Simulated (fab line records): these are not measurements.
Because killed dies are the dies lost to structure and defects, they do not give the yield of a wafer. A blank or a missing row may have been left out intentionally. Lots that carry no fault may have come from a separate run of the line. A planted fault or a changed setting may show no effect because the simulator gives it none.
What tool caused it?	flow gf180mcu	12 lots with 36 wafers sampled at 6 steps, on a route of 602 steps

## WHAT THE GAUGES SHOWED, per wafer
GF_MVPSD_TW_MEAS_11. Usual: for MVPSD_TW the level is 553 and the standard deviation is 5.1.
lot	measured	on	MVPSD_TW	flag
L507	day 5 04:32	film_metro-04	546 547 547	
L508	day 5 08:14	film_metro-04	547 543 545	
L509	day 5 12:54	film_metro-03	555 550 549	
L510	day 5 21:41	film_metro-01	560 556 559	
L511	day 6 03:55	film_metro-04	543 544 541	
L519	day 8 02:14	film_metro-04	752 750 758	OFF
L520	day 8 13:26	film_metro-01	769 769 768	OFF
L522	day 8 18:35	film_metro-03	553 553 551	
L525	day 9 12:26	film_metro-03	554 559 557	
L526	day 9 17:29	film_metro-03	557 556 561	
L528	day 10 07:09	film_metro-04	548 550 546	
L530	day 10 19:25	film_metro-03	557 557 555	

GF_VT_IMPLANT_OVL_MEAS_40. Usual: for VT_IMPLANT_03_OVL the level is 0.4 nm and the standard deviation is 1.4.
lot	measured	on	VT_IMPLANT_03_OVL (nm)	flag
L507	day 7 16:16	overlay-02	0.3 1.5 2.0	
L508	day 7 20:08	overlay-02	-1.4 0.1 -0.3	
L509	day 8 03:11	overlay-01	-0.4 0.2 1.0	
L510	day 8 12:30	overlay-02	0.8 0.4 0.6	
L511	day 8 19:17	overlay-01	-0.5 0.8 -0.8	
L519	day 11 00:06	overlay-02	3.2 3.4 3.6	
L520	day 11 11:31	overlay-01	-0.5 0.8 1.7	
L522	day 11 17:10	overlay-02	1.2 2.1 2.9	
L525	day 12 12:45	overlay-01	0.4 1.8 1.0	
L526	day 12 20:31	overlay-02	-2.4 -1.1 -0.9	
L528	day 13 11:32	overlay-02	-0.9 -1.8 -1.0	
L530	day 14 01:04	overlay-01	1.2 0.7 0.3	

GF_VT_IMPLANT_RS_MEAS_49: measurement is done with a four-point probe. Usual: for MVPSD_RS the level is 1169.0 ohm/sq and the standard deviation is 2.8.
lot	measured	on	MVPSD_RS (ohm/sq)	flag
L507	day 7 17:08	film_metro-04	1171.0 1170.9 1171.8	
L508	day 7 21:00	film_metro-01	1168.9 1171.8 1171.6	
L509	day 8 04:03	film_metro-01	1169.8 1168.1 1171.9	
L510	day 8 13:22	film_metro-03	1164.4 1167.8 1164.6	
L511	day 8 20:08	film_metro-03	1166.4 1167.9 1166.7	
L519	day 11 01:01	film_metro-01	577.9 577.7 577.3	OFF
L520	day 11 12:26	film_metro-03	574.9 574.5 575.0	OFF
L522	day 11 18:02	film_metro-04	1169.2 1169.0 1171.1	
L525	day 12 13:36	film_metro-01	1169.9 1171.0 1169.1	
L526	day 12 21:23	film_metro-01	1169.8 1169.8 1172.6	
L528	day 13 12:24	film_metro-01	1169.3 1167.7 1170.6	
L530	day 14 01:57	film_metro-01	1166.9 1162.2 1166.8	

## WHICH TOOL RAN EACH LOT (tool, then ch and the chambers of the sampled wafers, then the start)
lot	GF_DNWELL_STRIP_08	GF_MVPSD_IMPLANT_09	GF_VT_IMPLANT_STRIP_20
L507	plasma_asher-02 ch 0,1, day 2 21:24	implanter-02 ch 0, day 5 04:14	plasma_asher-03 ch 1, day 6 10:01
L508	plasma_asher-03 ch 0,1, day 3 00:56	implanter-03 ch 0, day 5 07:59	plasma_asher-04 ch 1, day 6 13:11
L509	plasma_asher-03 ch 0,1, day 3 04:28	implanter-01 ch 0, day 5 12:40	plasma_asher-02 ch 0,1, day 6 19:11
L510	plasma_asher-02 ch 0,1, day 3 12:09	implanter-01 ch 0, day 5 21:26	plasma_asher-04 ch 0,1, day 7 03:43
L511	plasma_asher-03 ch 0,1, day 3 18:19	implanter-03 ch 0, day 6 03:40	plasma_asher-03 ch 0,1, day 7 10:13
L519	plasma_asher-02 ch 0,1, day 5 12:00	implanter-02 ch 0, day 8 01:59	plasma_asher-03 ch 0,1, day 9 12:29
L520	plasma_asher-03 ch 1, day 5 21:03	implanter-02 ch 0, day 8 13:11	plasma_asher-02 ch 0,1, day 9 23:41
L522	plasma_asher-01 ch 0,1, day 6 03:16	implanter-01 ch 0, day 8 18:20	plasma_asher-03 ch 0,1, day 10 04:59
L525	plasma_asher-02 ch 0,1, day 6 18:33	implanter-01 ch 0, day 9 12:11	plasma_asher-04 ch 0,1, day 10 23:38
L526	plasma_asher-01 ch 0,1, day 6 23:13	implanter-03 ch 0, day 9 17:14	plasma_asher-02 ch 0,1, day 11 05:56
L528	plasma_asher-02 ch 0,1, day 7 10:22	implanter-01 ch 0, day 10 06:55	plasma_asher-04 ch 0,1, day 11 20:02
L530	plasma_asher-02 ch 0,1, day 7 20:48	implanter-03 ch 0, day 10 19:11	plasma_asher-04 ch 0,1, day 12 09:19
- GF_DNWELL_STRIP_08: strips in O2/N2.
- GF_MVPSD_IMPLANT_09
- GF_VT_IMPLANT_STRIP_20: strips in O2/N2.

## WHAT THE TOOLS THEMSELVES READ (means of the sampled wafers that have a number; where no wafer has one, the mark that the record gives instead)
GF_DNWELL_STRIP_08. Usual: drypump_motor_current_A 5.7 A, standard deviation 0.38; heater_power_w 329 W, standard deviation 28; oes_product_au 0.723 a.u., standard deviation 0.0042; strip_time_to_endpoint_s 36.93 s, standard deviation 0.097.
lot	tool	drypump_motor_current_A (A)	heater_power_w (W)	oes_product_au (a.u.)	strip_time_to_endpoint_s (s)	flag
L507	plasma_asher-02	5.7	333	0.726	36.96	
L508	plasma_asher-03	5.9	303	0.719	36.99	
L509	plasma_asher-03	6.1	307	0.725	37.00	
L510	plasma_asher-02	5.7	334	0.721	36.85	
L511	plasma_asher-03	5.9	304	0.723	36.95	
L519	plasma_asher-02	5.6	360	0.721	36.93	
L520	plasma_asher-03	5.7	303	0.723	37.07	
L522	plasma_asher-01	5.5	332	0.728	36.95	
L525	plasma_asher-02	5.7	338	0.719	36.99	
L526	plasma_asher-01	5.5	333	0.722	36.84	
L528	plasma_asher-02	5.8	332	0.722	36.96	
L530	plasma_asher-02	5.6	362	0.723	37.13	

GF_MVPSD_IMPLANT_09. Usual: dose_ions_cm2 5e+12, standard deviation 5.3e+09; faraday_current_uA 28.2, standard deviation 0.53.
lot	tool	dose_ions_cm2	faraday_current_uA	flag
L507	implanter-02	5e+12	28.4	
L508	implanter-03	5e+12	27.6	
L509	implanter-01	5e+12	28.2	
L510	implanter-01	5e+12	27.7	
L511	implanter-03	5e+12	28.4	
L519	implanter-02	6e+13	326.0	OFF
L520	implanter-02	6e+13	319.6	OFF
L522	implanter-01	5e+12	28.3	
L525	implanter-01	5e+12	28.2	
L526	implanter-03	5e+12	28.7	
L528	implanter-01	5e+12	27.8	
L530	implanter-03	5e+12	28.0	

GF_VT_IMPLANT_STRIP_20. Usual: drypump_motor_current_A 5.9 A, standard deviation 0.34; heater_power_w 319 W, standard deviation 33; oes_product_au 0.716 a.u., standard deviation 0.0046; strip_time_to_endpoint_s 12.62 s, standard deviation 0.038.
lot	tool	drypump_motor_current_A (A)	heater_power_w (W)	oes_product_au (a.u.)	strip_time_to_endpoint_s (s)	flag
L507	plasma_asher-03	5.7	301	0.712	12.66	
L508	plasma_asher-04	5.7	339	0.719	12.63	
L509	plasma_asher-02	5.7	337	0.717	12.63	
L510	plasma_asher-04	6.2	301	0.720	12.63	
L511	plasma_asher-03	6.1	310	0.718	12.66	
L519	plasma_asher-03	5.9	307	0.718	12.66	
L520	plasma_asher-02	5.7	337	0.717	12.59	
L522	plasma_asher-03	6.1	302	0.716	12.56	
L525	plasma_asher-04	5.9	322	0.710	12.58	
L526	plasma_asher-02	5.6	362	0.715	12.66	
L528	plasma_asher-04	6.2	299	0.719	12.62	
L530	plasma_asher-04	6.2	300	0.720	12.63	

## THE ANSWER, worked out from the rows above alone
Rule: a lot is off if the mean of its wafers that have a number lies more than 3 standard deviations from the usual mean. Also off: a lot with no number at a reading for which 4 or more lots have one. The other lots that the step has rows for count as sound. The gauges are gone through in route order, then the tools' own readings, and for those a lot's mean is taken as printed above. At the first step where some lot is off, the reading lying furthest off is the one used; lots without a number count as furthest.
Off: L519, L520, at GF_MVPSD_TW_MEAS_11 (MVPSD_TW).
A tool fits if, at a process step before that reading, it ran every lot that is off, and no sound lot after the first of them. Not tried: the gauges at GF_MVPSD_TW_MEAS_11; whatever is off there is also off at GF_MVPSD_IMPLANT_09, on other tools, and gauge error can't account for it. One fits: implanter-02 at GF_MVPSD_IMPLANT_09. Its last sound lot is L507 (day 5 04:14), its first lot that is off L519 (day 8 01:59): a fault that began between those two fits.
The tool's own readings at GF_MVPSD_IMPLANT_09 bear it out: on the lots that are off they differ by more than 5 times the standard deviation of the sound lots' means. dose_ions_cm2 reads 6e+13 there against 5e+12 on the sound lots; faraday_current_uA reads 322.8 there against 28.1 on the sound lots.

## WHAT HAD BEEN PUT IN BY THE SIMULATOR
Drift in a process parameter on implanter-02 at GF_MVPSD_IMPLANT_09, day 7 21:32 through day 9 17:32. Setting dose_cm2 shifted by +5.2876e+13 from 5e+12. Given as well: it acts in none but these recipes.
Lots struck among those shown: L519, L520. Same finding as the rule above.
